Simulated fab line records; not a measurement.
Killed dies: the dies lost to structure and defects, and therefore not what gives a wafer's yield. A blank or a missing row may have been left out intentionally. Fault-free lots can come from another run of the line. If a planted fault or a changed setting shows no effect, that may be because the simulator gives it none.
Split-lot experiment + flow gf180mcu + on a route of 602 steps: 5 lots, 23 wafers read

THE SPLIT
At GF_CONTACT_CVD_24 (deposits W, target thk 300 nm, time 90.339 s), the setting pressureTorr was moved away from the recipe's 40 Torr on 10 of the 23 wafers read, by -10.1% to -5.5%. All remaining wafers had this setting at the recipe value.

The split's own step is where the reading is taken.

THE READING
W_of_CONTACT_CVD_24.thkNm (the simulator's own value, which no gauge read), in nm, at GF_CONTACT_CVD_24 (deposits W, target thk 300 nm, time 90.339 s). No usual value for it is given in the file. Average 307.3 nm, standard deviation 4.9 nm, over the 13 wafers here run with the recipe.

| wafer  | tool, chamber at the split | pressureTorr as run, Torr | against the recipe | W_of_CONTACT_CVD_24.thkNm, nm | against lot-mates on the recipe |
|--------|----------------------------|---------------------------|--------------------|-------------------------------|---------------------------------|
| L076.2 | cvdW-02, 1                 | 40                        | recipe             | 306.8                         | -                               |
| L076.3 | cvdW-02, 1                 | 40                        | recipe             | 303.8                         | -                               |
| L076.4 | cvdW-02, 0                 | 40                        | recipe             | 315.7                         | -                               |
| L076.5 | cvdW-02, 0                 | 40                        | recipe             | 315                           | -                               |
| L076.6 | cvdW-02, 1                 | 40                        | recipe             | 305.6                         | -                               |
| L079.2 | cvdW-02, 0                 | 40                        | recipe             | 314.3                         | -                               |
| L079.3 | cvdW-02, 1                 | 40                        | recipe             | 308.1                         | -                               |
| L079.6 | cvdW-02, 1                 | 40                        | recipe             | 305.5                         | -                               |
| L082.2 | cvdW-02, 0                 | 40                        | recipe             | 306.2                         | -                               |
| L082.3 | cvdW-02, 0                 | 40                        | recipe             | 307.4                         | -                               |
| L082.4 | cvdW-02, 1                 | 40                        | recipe             | 299.2                         | -                               |
| L082.5 | cvdW-02, 0                 | 40                        | recipe             | 306.9                         | -                               |
| L082.6 | cvdW-02, 1                 | 40                        | recipe             | 300.9                         | -                               |
| L083.1 | cvdW-01, 0                 | 35.96                     | -10.1%             | 285.4                         | no lot-mate on the recipe       |
| L083.3 | cvdW-01, 1                 | 35.96                     | -10.1%             | 283.5                         | no lot-mate on the recipe       |
| L083.4 | cvdW-01, 0                 | 35.96                     | -10.1%             | 289.3                         | no lot-mate on the recipe       |
| L083.5 | cvdW-01, 1                 | 35.96                     | -10.1%             | 282.1                         | no lot-mate on the recipe       |
| L083.6 | cvdW-01, 0                 | 35.96                     | -10.1%             | 287.1                         | no lot-mate on the recipe       |
| L084.1 | cvdW-02, 0                 | 37.81                     | -5.5%              | 302.6                         | no lot-mate on the recipe       |
| L084.3 | cvdW-02, 0                 | 37.81                     | -5.5%              | 301.5                         | no lot-mate on the recipe       |
| L084.4 | cvdW-02, 0                 | 37.81                     | -5.5%              | 301.8                         | no lot-mate on the recipe       |
| L084.5 | cvdW-02, 0                 | 37.81                     | -5.5%              | 303.5                         | no lot-mate on the recipe       |
| L084.6 | cvdW-02, 0                 | 37.81                     | -5.5%              | 304.5                         | no lot-mate on the recipe       |

FIT RESULTS
A straight line over all 23 wafers: W_of_CONTACT_CVD_24.thkNm changes by +1.97 nm for each +1% of pressureTorr; r = +0.86; the points scatter about the line by 5.1 nm.
Too few moved wafers with a lot-mate on the recipe to fit a line net of each lot's own level.

FILE'S OWN FIT
W_of_CONTACT_CVD_24.thkNm changes by +1.97 nm for each +1% of pressureTorr, r = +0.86.
